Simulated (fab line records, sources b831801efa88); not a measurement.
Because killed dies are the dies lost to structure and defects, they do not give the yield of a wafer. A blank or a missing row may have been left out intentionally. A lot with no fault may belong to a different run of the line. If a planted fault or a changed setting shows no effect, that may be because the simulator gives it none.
One fault through the eyes of 2 desks :: flow gf180mcu :: every desk sees just its own numbers, and what lay behind them comes last

## FROM THE METROLOGY DESK
What the gauges read for every lot (on any tool): the sampled wafers with a number, averaged. If a lot's mean is further than 4 standard deviations from the usual mean, the lot is out of limits and carries the mark OUT (the distance appears in the brackets).
Columns: A = M2_ALCU_THK at GF_M2_THK_MEAS_06, usual 448 nm
lot: L302
first seen here: day 17 20:40
A: 438

lot: L303
first seen here: day 18 09:59
A: 439

lot: L304
first seen here: day 18 13:29
A: 450

lot: L305
first seen here: day 18 23:46
A: 443

lot: L311
first seen here: day 21 14:18
A: 451

lot: L313
first seen here: day 22 11:35
A: 451

lot: L314
first seen here: day 22 13:28
A: 454

lot: L317
first seen here: day 23 23:44
A: 446

lot: L318
first seen here: day 24 13:47
A: 456

lot: L319
first seen here: day 25 01:09
A: 446

lot: L320
first seen here: day 25 06:08
A: 451

lot: L322
first seen here: day 25 13:02
A: 450

lot: L325
first seen here: day 26 10:44
A: 454
This desk's finding: nothing out of limits on any of the 13 lots.

## DESK OF THE TOOL OWNER: pvd-sputter-02
The tool's own readings at GF_SALICIDE_SPUTTER_02 (material Co, target thk 10 nm, time 20 s): means of the sampled wafers that have a number, for each lot that ran on this tool. If a lot's mean is further than 4 standard deviations from the usual mean, the lot is out of limits and carries the mark OUT (the distance appears in the brackets).
Columns: A = chamber-pressure-pa at GF_SALICIDE_SPUTTER_02, usual 0.4000 Pa; B = throttle-valve-pct at GF_SALICIDE_SPUTTER_02, usual 29.6 %
lot: L302
first seen here: day 14 19:17
A: 0.4002
B: 28.8

lot: L311
first seen here: day 18 07:34
A: 0.4034 (+4.5) OUT
B: 29.0

lot: L313
first seen here: day 19 05:45
A: 0.4045 (+6.0) OUT
B: 29.3

lot: L318
first seen here: day 21 10:52
A: 0.4001
B: 29.2

lot: L320
first seen here: day 22 04:52
A: 0.3998
B: 28.9

lot: L325
first seen here: day 23 11:46
A: 0.3998
B: 29.3
This desk's verdict: out of limits on L311, L313, starting with L311 at day 18 07:34 (chamber-pressure-pa at GF_SALICIDE_SPUTTER_02). L302, L318, L320, L325 stayed within limits.

## PUT TOGETHER
The tool owner's desk could have raised an alarm at day 18 07:34, on L311, L313.
At the metrology desk, nothing out of limits was observed.
The metrology desk has L311, L313 on record, within its limits.
All the named lots went through GF_SALICIDE_SPUTTER_02 on pvd-sputter-02.

## WHAT THE SIMULATOR PUT IN
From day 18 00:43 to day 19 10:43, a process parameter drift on pvd-sputter-02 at GF_SALICIDE_SPUTTER_02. Setting chamber-pressure-pa, moved by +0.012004, from 0.4. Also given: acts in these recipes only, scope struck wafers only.
Struck lots among those shown: L311, L313.
Delay in hours, fault start to first out-of-limits reading, by desk: the tool owner's desk at 7.
